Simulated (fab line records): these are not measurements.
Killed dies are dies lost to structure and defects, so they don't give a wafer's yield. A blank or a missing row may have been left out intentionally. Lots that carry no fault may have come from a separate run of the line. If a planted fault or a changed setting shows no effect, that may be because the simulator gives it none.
Which tool is to blame? + flow gf180mcu + Sampling: 24 lots, 72 wafers, 5 of 602 route steps

## WHAT THE GAUGES SHOWED, per wafer
GF_V3_CD_MEAS_14: the cd target is 260 nm. Usual: cdNm reads 260.1 nm (standard deviation 1.2).
| lot  | measured     | on       | cdNm (nm)         | flag |
|------|--------------|----------|-------------------|------|
| L074 | day 22 14:15 | cdSem-01 | 261.3 260.0 260.5 |      |
| L075 | day 22 14:34 | cdSem-02 | 260.8 261.7 261.0 |      |
| L076 | day 23 06:18 | cdSem-02 | 260.0 259.5 259.4 |      |
| L077 | day 23 09:49 | cdSem-02 | 259.6 259.6 258.9 |      |
| L078 | day 23 21:19 | cdSem-02 | 260.2 261.2 261.9 |      |
| L079 | day 24 06:42 | cdSem-02 | 258.3 258.1 258.1 |      |
| L080 | day 24 20:26 | cdSem-02 | 259.7 259.7 260.3 |      |
| L081 | day 25 03:24 | cdSem-01 | 259.5 260.5 260.0 |      |
| L082 | day 25 12:12 | cdSem-01 | 257.8 257.9 256.5 |      |
| L083 | day 25 17:34 | cdSem-02 | 259.9 259.0 259.7 |      |
| L084 | day 25 22:34 | cdSem-02 | 261.8 260.3 262.2 |      |
| L085 | day 26 04:56 | cdSem-02 | 262.5 262.2 262.5 |      |
| L086 | day 26 19:34 | cdSem-02 | 260.2 259.0 259.1 |      |
| L087 | day 27 01:04 | cdSem-01 | 259.9 259.3 260.5 |      |
| L088 | day 27 05:04 | cdSem-01 | 258.8 260.6 260.8 |      |
| L089 | day 27 13:19 | cdSem-02 | 259.9 259.5 259.9 |      |
| L090 | day 27 18:51 | cdSem-02 | 260.8 260.5 259.8 |      |
| L091 | day 28 01:34 | cdSem-02 | 259.7 258.1 259.0 |      |
| L092 | day 28 05:27 | cdSem-01 | 260.8 261.7 261.2 |      |
| L093 | day 28 20:49 | cdSem-02 | 260.4 260.2 262.6 |      |
| L094 | day 28 23:58 | cdSem-02 | 260.1 258.5 259.5 |      |
| L095 | day 29 05:07 | cdSem-01 | 259.1 258.2 259.0 |      |
| L096 | day 29 14:08 | cdSem-01 | 261.6 261.4 261.0 |      |
| L097 | day 29 23:54 | cdSem-02 | 260.7 261.7 261.4 |      |

GF_V3_RS_MEAS_24: uses a four-point probe to measure. Usual: V3_W_RS gives 0.324 ohm/sq (standard deviation 0.0045).
| lot  | measured     | on           | V3_W_RS (ohm/sq)  | flag |
|------|--------------|--------------|-------------------|------|
| L074 | day 22 15:17 | filmMetro-04 | 0.322 0.327 0.321 |      |
| L075 | day 22 15:35 | filmMetro-01 | 0.324 0.316 0.314 |      |
| L076 | day 23 07:22 | filmMetro-04 | 0.316 0.315 0.325 |      |
| L077 | day 23 10:53 | filmMetro-04 | 0.330 0.331 0.323 |      |
| L078 | day 23 22:46 | filmMetro-02 | 0.332 0.320 0.331 |      |
| L079 | day 24 07:47 | filmMetro-02 | 0.327 0.327 0.317 |      |
| L080 | day 24 21:35 | filmMetro-01 | 0.321 0.321 0.325 |      |
| L081 | day 25 04:28 | filmMetro-02 | 0.318 0.319 0.334 |      |
| L082 | day 25 13:34 | filmMetro-01 | 0.321 0.324 0.324 |      |
| L083 | day 25 18:35 | filmMetro-04 | 0.332 0.323 0.328 |      |
| L084 | day 25 23:36 | filmMetro-04 | 0.324 0.318 0.320 |      |
| L085 | day 26 05:58 | filmMetro-04 | 0.321 0.325 0.321 |      |
| L086 | day 26 20:37 | filmMetro-01 | 0.328 0.330 0.315 |      |
| L087 | day 27 02:05 | filmMetro-02 | 0.324 0.321 0.330 |      |
| L088 | day 27 06:06 | filmMetro-02 | 0.324 0.328 0.326 |      |
| L089 | day 27 14:21 | filmMetro-01 | 0.324 0.320 0.320 |      |
| L090 | day 27 19:56 | filmMetro-02 | 0.326 0.320 0.325 |      |
| L091 | day 28 02:37 | filmMetro-04 | 0.320 0.323 0.319 |      |
| L092 | day 28 06:29 | filmMetro-04 | 0.327 0.324 0.323 |      |
| L093 | day 28 21:52 | filmMetro-04 | 0.328 0.330 0.320 |      |
| L094 | day 29 01:00 | filmMetro-01 | 0.318 0.331 0.320 |      |
| L095 | day 29 06:08 | filmMetro-01 | 0.322 0.329 0.321 |      |
| L096 | day 29 15:10 | filmMetro-01 | 0.325 0.324 0.324 |      |
| L097 | day 30 00:58 | filmMetro-02 | 0.327 0.323 0.326 |      |

## WHAT TOOL EACH LOT RAN ON (gives the tool, then ch and the chambers of the sampled wafers, and finally the start)
| lot  | GF_CONTACT_SPUTTER_23       | GF_M3_METAL_ETCH_16              | GF_M3_STRIP_17                      |
|------|-----------------------------|----------------------------------|-------------------------------------|
| L074 | pvdSputter-02, day 16 07:34 | rieMetal-02 ch 0, day 21 13:16   | plasmaAsher-02 ch 1, day 21 13:23   |
| L075 | pvdSputter-01, day 16 07:53 | rieMetal-01 ch 0,1, day 21 13:37 | plasmaAsher-03 ch 0,1, day 21 13:44 |
| L076 | pvdSputter-04, day 16 21:59 | rieMetal-03 ch 0,1, day 22 06:12 | plasmaAsher-01 ch 0,1, day 22 06:19 |
| L077 | pvdSputter-04, day 17 04:10 | rieMetal-01 ch 0,1, day 22 09:06 | plasmaAsher-03 ch 0,1, day 22 09:13 |
| L078 | pvdSputter-02, day 17 16:15 | rieMetal-01 ch 0,1, day 22 21:17 | plasmaAsher-01 ch 0,1, day 22 21:23 |
| L079 | pvdSputter-02, day 17 23:35 | rieMetal-01 ch 0,1, day 23 06:48 | plasmaAsher-02 ch 0,1, day 23 06:55 |
| L080 | pvdSputter-01, day 18 16:22 | rieMetal-01 ch 0,1, day 23 21:05 | plasmaAsher-03 ch 0,1, day 23 21:12 |
| L081 | pvdSputter-02, day 18 22:19 | rieMetal-03 ch 0,1, day 24 03:23 | plasmaAsher-02 ch 0,1, day 24 03:30 |
| L082 | pvdSputter-01, day 19 09:00 | rieMetal-03 ch 0,1, day 24 12:34 | plasmaAsher-03 ch 0,1, day 24 12:41 |
| L083 | pvdSputter-02, day 19 15:15 | rieMetal-02 ch 0,1, day 24 19:02 | plasmaAsher-01 ch 0,1, day 24 19:09 |
| L084 | pvdSputter-01, day 19 20:36 | rieMetal-03 ch 0,1, day 24 23:41 | plasmaAsher-03 ch 0, day 24 23:47   |
| L085 | pvdSputter-01, day 20 05:08 | rieMetal-01 ch 0,1, day 25 06:22 | plasmaAsher-01 ch 0,1, day 25 06:29 |
| L086 | pvdSputter-01, day 20 20:29 | rieMetal-01 ch 1, day 25 21:41   | plasmaAsher-02 ch 0, day 25 21:47   |
| L087 | pvdSputter-02, day 21 02:46 | rieMetal-03 ch 0,1, day 26 03:10 | plasmaAsher-01 ch 0,1, day 26 03:17 |
| L088 | pvdSputter-02, day 21 08:42 | rieMetal-02 ch 0,1, day 26 07:07 | plasmaAsher-03 ch 0,1, day 26 07:14 |
| L089 | pvdSputter-01, day 21 17:17 | rieMetal-03 ch 0,1, day 26 16:11 | plasmaAsher-01 ch 0,1, day 26 16:18 |
| L090 | pvdSputter-04, day 22 01:01 | rieMetal-03 ch 0,1, day 26 21:36 | plasmaAsher-02 ch 0,1, day 26 21:43 |
| L091 | pvdSputter-01, day 22 06:58 | rieMetal-02 ch 0,1, day 27 04:07 | plasmaAsher-02 ch 0,1, day 27 04:14 |
| L092 | pvdSputter-02, day 22 13:19 | rieMetal-02 ch 0,1, day 27 08:02 | plasmaAsher-01 ch 0,1, day 27 08:08 |
| L093 | pvdSputter-04, day 23 05:41 | rieMetal-01 ch 0, day 27 23:46   | plasmaAsher-01 ch 0,1, day 27 23:57 |
| L094 | pvdSputter-01, day 23 08:48 | rieMetal-03 ch 0,1, day 28 03:08 | plasmaAsher-02 ch 0,1, day 28 03:14 |
| L095 | pvdSputter-04, day 23 16:21 | rieMetal-01 ch 0, day 28 08:35   | plasmaAsher-03 ch 0,1, day 28 08:46 |
| L096 | pvdSputter-01, day 24 03:19 | rieMetal-01 ch 1, day 28 17:50   | plasmaAsher-01 ch 0,1, day 28 18:01 |
| L097 | pvdSputter-01, day 24 10:43 | rieMetal-02 ch 0,1, day 29 04:04 | plasmaAsher-01 ch 0,1, day 29 04:11 |
- GF_CONTACT_SPUTTER_23: material TiN, target thk 10 nm, time 40 s.
- GF_M3_METAL_ETCH_16: etches the open film in Cl2/BCl3, stops on SiO2, target depth 627.5 nm, time 104.6 s.
- GF_M3_STRIP_17: strips in O2/N2.

## AS READ BY THE TOOLS THEMSELVES (means over the sampled wafers that have a number; for cases with no such wafer, the mark the record gives instead)
GF_CONTACT_SPUTTER_23. Usual: throttleValvePct reads 29.9 % (standard deviation 0.89).
| lot  | tool          | throttleValvePct (%) | flag |
|------|---------------|----------------------|------|
| L074 | pvdSputter-02 | 30.1                 |      |
| L075 | pvdSputter-01 | 29.0                 |      |
| L076 | pvdSputter-04 | 29.9                 |      |
| L077 | pvdSputter-04 | 29.5                 |      |
| L078 | pvdSputter-02 | 30.1                 |      |
| L079 | pvdSputter-02 | 29.8                 |      |
| L080 | pvdSputter-01 | 30.0                 |      |
| L081 | pvdSputter-02 | 30.4                 |      |
| L082 | pvdSputter-01 | 29.4                 |      |
| L083 | pvdSputter-02 | 30.5                 |      |
| L084 | pvdSputter-01 | 29.7                 |      |
| L085 | pvdSputter-01 | 29.6                 |      |
| L086 | pvdSputter-01 | 30.6                 |      |
| L087 | pvdSputter-02 | 30.1                 |      |
| L088 | pvdSputter-02 | 29.9                 |      |
| L089 | pvdSputter-01 | 29.3                 |      |
| L090 | pvdSputter-04 | 29.4                 |      |
| L091 | pvdSputter-01 | 29.2                 |      |
| L092 | pvdSputter-02 | 29.8                 |      |
| L093 | pvdSputter-04 | 30.0                 |      |
| L094 | pvdSputter-01 | 29.8                 |      |
| L095 | pvdSputter-04 | 30.6                 |      |
| L096 | pvdSputter-01 | 30.2                 |      |
| L097 | pvdSputter-01 | 29.9                 |      |

GF_M3_METAL_ETCH_16. Usual: bcl3FlowSccm 39.98 sccm, standard deviation 0.11; drypumpMotorCurrentA 5.9 A, standard deviation 0.45; oesProductAu 0.970 a.u., standard deviation 0.0075; throttleValvePct 28.252 %, standard deviation 0.011.
| lot  | tool        | bcl3FlowSccm (sccm) | drypumpMotorCurrentA (A) | oesProductAu (a.u.) | throttleValvePct (%) | flag |
|------|-------------|---------------------|--------------------------|---------------------|----------------------|------|
| L074 | rieMetal-02 | 39.96               | 5.3                      | 0.973               | 28.257               |      |
| L075 | rieMetal-01 | 40.11               | 6.2                      | 0.972               | 28.248               |      |
| L076 | rieMetal-03 | 40.01               | 5.8                      | 0.974               | 28.244               |      |
| L077 | rieMetal-01 | 40.00               | 6.3                      | 0.965               | 28.253               |      |
| L078 | rieMetal-01 | 39.93               | 6.3                      | 0.966               | 28.261               |      |
| L079 | rieMetal-01 | 39.86               | 6.2                      | 0.963               | 28.267               |      |
| L080 | rieMetal-01 | 39.99               | 6.3                      | 0.960               | 28.249               |      |
| L081 | rieMetal-03 | 40.01               | 5.8                      | 0.972               | 28.255               |      |
| L082 | rieMetal-03 | 40.03               | 5.8                      | 0.973               | 28.243               |      |
| L083 | rieMetal-02 | 40.05               | 5.2                      | 0.982               | 28.239               |      |
| L084 | rieMetal-03 | 39.98               | 5.9                      | 0.978               | 28.257               |      |
| L085 | rieMetal-01 | 40.07               | 6.3                      | 0.967               | 28.261               |      |
| L086 | rieMetal-01 | 39.95               | 6.1                      | 0.971               | 28.242               |      |
| L087 | rieMetal-03 | 39.91               | 5.9                      | 0.975               | 28.247               |      |
| L088 | rieMetal-02 | 39.97               | 5.1                      | 0.963               | 28.255               |      |
| L089 | rieMetal-03 | 40.06               | 5.9                      | 0.970               | 28.251               |      |
| L090 | rieMetal-03 | 39.90               | 5.8                      | 0.969               | 28.248               |      |
| L091 | rieMetal-02 | 40.10               | 5.2                      | 0.967               | 28.252               |      |
| L092 | rieMetal-02 | 40.03               | 5.1                      | 0.968               | 28.247               |      |
| L093 | rieMetal-01 | 39.93               | 6.4                      | 0.959               | 28.251               |      |
| L094 | rieMetal-03 | 40.02               | 5.8                      | 0.973               | 28.240               |      |
| L095 | rieMetal-01 | 39.95               | 6.4                      | 0.968               | 28.252               |      |
| L096 | rieMetal-01 | 39.93               | 6.1                      | 0.975               | 28.256               |      |
| L097 | rieMetal-02 | 39.93               | 5.2                      | 0.973               | 28.254               |      |

GF_M3_STRIP_17. Usual: drypumpMotorCurrentA 5.6 A, standard deviation 0.49; heaterPowerW 330 W, standard deviation 29; oesProductAu 0.555 a.u., standard deviation 0.005; stripTimeToEndpointS 7.80 s, standard deviation 0.055.
| lot  | tool           | drypumpMotorCurrentA (A) | heaterPowerW (W) | oesProductAu (a.u.) | stripTimeToEndpointS (s) | flag |
|------|----------------|--------------------------|------------------|---------------------|--------------------------|------|
| L074 | plasmaAsher-02 | 5.7                      | 310              | 0.549               | 7.75                     |      |
| L075 | plasmaAsher-03 | 5.1                      | 306              | 0.555               | 7.79                     |      |
| L076 | plasmaAsher-01 | 6.1                      | 342              | 0.552               | 7.76                     |      |
| L077 | plasmaAsher-03 | 5.1                      | 307              | 0.562               | 7.87                     |      |
| L078 | plasmaAsher-01 | 6.1                      | 342              | 0.559               | 7.86                     |      |
| L079 | plasmaAsher-02 | 5.3                      | 353              | 0.557               | 7.84                     |      |
| L080 | plasmaAsher-03 | 5.4                      | 315              | 0.559               | 7.86                     |      |
| L081 | plasmaAsher-02 | 5.5                      | 333              | 0.547               | 7.75                     |      |
| L082 | plasmaAsher-03 | 5.4                      | 313              | 0.552               | 7.77                     |      |
| L083 | plasmaAsher-01 | 6.1                      | 339              | 0.548               | 7.76                     |      |
| L084 | plasmaAsher-03 | 5.6                      | 324              | 0.547               | 7.74                     |      |
| L085 | plasmaAsher-01 | 5.7                      | 326              | 0.557               | 7.87                     |      |
| L086 | plasmaAsher-02 | 5.1                      | 388              | 0.555               | 7.82                     |      |
| L087 | plasmaAsher-01 | 5.8                      | 325              | 0.554               | 7.74                     |      |
| L088 | plasmaAsher-03 | 5.4                      | 313              | 0.554               | 7.76                     |      |
| L089 | plasmaAsher-01 | 5.7                      | 330              | 0.551               | 7.78                     |      |
| L090 | plasmaAsher-02 | 5.3                      | 358              | 0.555               | 7.77                     |      |
| L091 | plasmaAsher-02 | 5.5                      | 336              | 0.553               | 7.81                     |      |
| L092 | plasmaAsher-01 | 5.7                      | 327              | 0.555               | 7.78                     |      |
| L093 | plasmaAsher-01 | 5.7                      | 324              | 0.557               | 7.85                     |      |
| L094 | plasmaAsher-02 | 5.5                      | 328              | 0.551               | 7.68                     |      |
| L095 | plasmaAsher-03 | 5.1                      | 303              | 0.553               | 7.84                     |      |
| L096 | plasmaAsher-01 | 6.1                      | 340              | 0.553               | 7.83                     |      |
| L097 | plasmaAsher-01 | 6.1                      | 341              | 0.550               | 7.76                     |      |

## THE ANSWER, worked out from the rows above alone
Rule: a lot is off if the mean of its wafers that have a number lies more than 3 standard deviations from the usual mean. A lot without any number at a reading at which 4 lots or more have one is off too. Where the step has rows for the other lots, those lots are counted as sound. After the gauges, taken in route order, come the tools' own readings; for these a lot's mean is taken, as printed above. The first step at which some lot is off is used, and at that step the reading that is off furthest; a lot without a number counts as furthest.
No lot is off on any of the readings shown, so nothing can be concluded from this.

## WHAT THE SIMULATOR PUT IN
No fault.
